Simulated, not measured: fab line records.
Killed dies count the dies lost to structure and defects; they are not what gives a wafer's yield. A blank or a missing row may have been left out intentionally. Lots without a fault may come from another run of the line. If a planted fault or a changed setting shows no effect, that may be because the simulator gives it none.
2 desks, one fault :: flow gf180mcu :: each desk has only its own numbers; what lay behind them comes last

FOR THE TOOL OWNER'S DESK: rieMetal-03
The tool's own readings at GF_M3_METAL_ETCH_16 (etches the open film in Cl2/BCl3, stops on SiO2, target depth 750.8 nm, time 125.1 s): means of the sampled wafers that have a number, for each lot that ran on this tool. A lot is out of limits, marked OUT, if its mean lies more than 4 standard deviations from the usual mean; the brackets give that distance.
Columns: A = drypumpMotorCurrentA at GF_M3_METAL_ETCH_16, usual 5.6 A; B = oesProductAu at GF_M3_METAL_ETCH_16, usual 0.988 a.u.; C = throttleValvePct at GF_M3_METAL_ETCH_16, usual 28.232 %
lot: L973
first seen here: day 21 11:17
A: 5.2
B: 0.993
C: 28.229

lot: L975
first seen here: day 22 18:50
A: 5.3
B: 0.994
C: 28.215

lot: L984
first seen here: day 25 17:00
A: 5.3
B: 0.996
C: 28.224

lot: L985
first seen here: day 25 20:59
A: 5.2
B: 0.992
C: 28.237

lot: L986
first seen here: day 26 05:20
A: 5.2
B: 0.993
C: 28.227

lot: L987
first seen here: day 26 16:32
A: 5.4
B: 0.997
C: 28.217
This desk's finding: nothing out of limits on any of the 6 lots.

THE METROLOGY DESK
What the gauges read, lot by lot, whatever tool the lot ran on: means of the sampled wafers that have a number. A lot is out of limits, marked OUT, if its mean lies more than 4 standard deviations from the usual mean; the brackets give that distance.
Columns: A = V5_W_THK at GF_V5_THK_MEAS_25, usual 346 nm; B = PASSIVATION_CVD_02_THK at GF_PASSIVATION_THK_MEAS_03, usual 703 nm
lot: L973
first seen here: day 27 10:36
A: 345
B: 697

lot: L975
first seen here: day 28 11:19
A: 344
B: 696

lot: L976
first seen here: day 28 12:16
A: 345
B: 699

lot: L977
first seen here: day 29 06:41
A: 340
B: 692

lot: L980
first seen here: day 29 15:07
A: 348
B: 702

lot: L979
first seen here: day 29 15:56
A: 338
B: 700

lot: L983
first seen here: day 30 13:29
A: 341
B: 712

lot: L984
first seen here: day 30 22:19
A: 341
B: 706

lot: L985
first seen here: day 31 02:08
A: 346
B: 710

lot: L986
first seen here: day 31 11:16
A: 348
B: 698

lot: L987
first seen here: day 31 19:26
A: 341
B: 709

lot: L995
first seen here: day 33 11:51
A: 352
B: 704
This desk's finding: nothing out of limits on any of the 12 lots.

TAKEN TOGETHER
Nothing out of limits was seen by the tool owner's desk.
Metrology desk: nothing out of limits seen.

WHAT THE SIMULATOR PUT IN
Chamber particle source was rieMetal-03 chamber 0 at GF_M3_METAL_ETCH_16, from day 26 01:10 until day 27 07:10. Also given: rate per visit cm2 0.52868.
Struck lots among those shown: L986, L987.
